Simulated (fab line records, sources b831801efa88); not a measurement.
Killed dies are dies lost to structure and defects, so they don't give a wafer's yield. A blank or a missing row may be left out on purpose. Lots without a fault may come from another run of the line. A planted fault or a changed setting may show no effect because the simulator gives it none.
A struck lot beside a sound one | flow gf180mcu | 14 steps out of a route of 602
Sound: wafers L898.1, L898.2, L898.5. Struck: wafers L893.1, L893.5, L893.6. The cause comes at the end.
At each step with rows: each side's tool, then ch and its chambers, then its first start. Under that, the readings that differ: sound wafers | struck wafers | difference of the means | sigmas: that difference in standard deviations of wafers without a fault.
alike: readings whose means differ by less than 2 such deviations, and words and numbers that are the same on both sides. not compared: withheld readings, readings that some wafer has no value for, bounds like >300 that may hide the same value, and numbers for which the record gives no deviation and whose values overlap.
The two part at a step that has a row with sigmas, a row that says differs or no value, or rows on one side only. Numbers that don't overlap but have no deviation are shown without sigmas and don't part them. A reading that every wafer of one side lacks parts them only if that side has two wafers or more.

GF_PSD_STRIP_10: strips in O2/N2.
  sound on plasma_asher-03 ch 0,1, day 19 03:17; struck on plasma_asher-04 ch 0,1, day 17 08:15
  alike: drypump_motor_current_A, heater_power_w, oes_product_au, strip_time_to_endpoint_s
  not compared: rf_hours_counter_h
GF_PSD_TW_MEAS_11:
  sound on film_metro-03, day 19 03:23; struck on film_metro-03, day 17 08:21
  alike: PSD_TW
then, 1 step without rows for these wafers: GF_PSD_CLEAN_12 (cleans in SC1/SC2, time 150 s).
GF_PSD_RTA_13: time 20 s.
  sound on rtp_anneal-01 ch 0, day 19 03:30; struck on rtp_anneal-01 ch 0, day 17 08:28
  alike: lamp_power_pct, wafer_temp_C_max
GF_PSD_RS_MEAS_14: measures by four-point-probe.
  sound on film_metro-03, day 19 03:35; struck on film_metro-01, day 17 08:32
  alike: NSD_RS
GF_PSD_RS_MEAS_15: measures by four-point-probe.
  sound on film_metro-03, day 19 03:42; struck on film_metro-01, day 17 08:40
  alike: PSD_RS
GF_SAB_CVD_00: deposits SiO2 from TEOS, target thk 50 nm, time 4.9302 s.
  sound on pecvd-03 ch 0,1,2, day 19 03:49; struck on pecvd-02 ch 0,1, day 17 08:47
  alike: heater_power_w
  not compared: since_wet_clean_h
GF_SAB_THK_MEAS_01:
  sound on film_metro-01, day 19 03:50; struck on film_metro-03, day 17 08:48
  alike: SAB_CVD_00_THK
then, 4 steps without rows for these wafers: GF_SAB_DEHYDRATE_02 (time 60 s); GF_SAB_HMDS_03 (prime time 60 s); GF_SAB_COAT_04 (resist thk 1000 nm); GF_SAB_SOFTBAKE_05 (time 60 s).
GF_SAB_EXPOSE_06: exposes mask SAB, target cd 420 nm.
  sound on iline_stepper-01 ch 0, day 19 16:29; struck on iline_stepper-01, day 17 20:05
  no value came back on the struck wafers for exposure_dose_mJ_cm2, focus_offset_nm (nm), na; on the sound wafers exposure_dose_mJ_cm2 reads 140.15 139.90 140.09
  alike: mask
then, 1 step without rows for these wafers: GF_SAB_PEB_07.

WHERE THEY PART
Only at GF_SAB_EXPOSE_06, within this record.

WHY: what the simulator had put in
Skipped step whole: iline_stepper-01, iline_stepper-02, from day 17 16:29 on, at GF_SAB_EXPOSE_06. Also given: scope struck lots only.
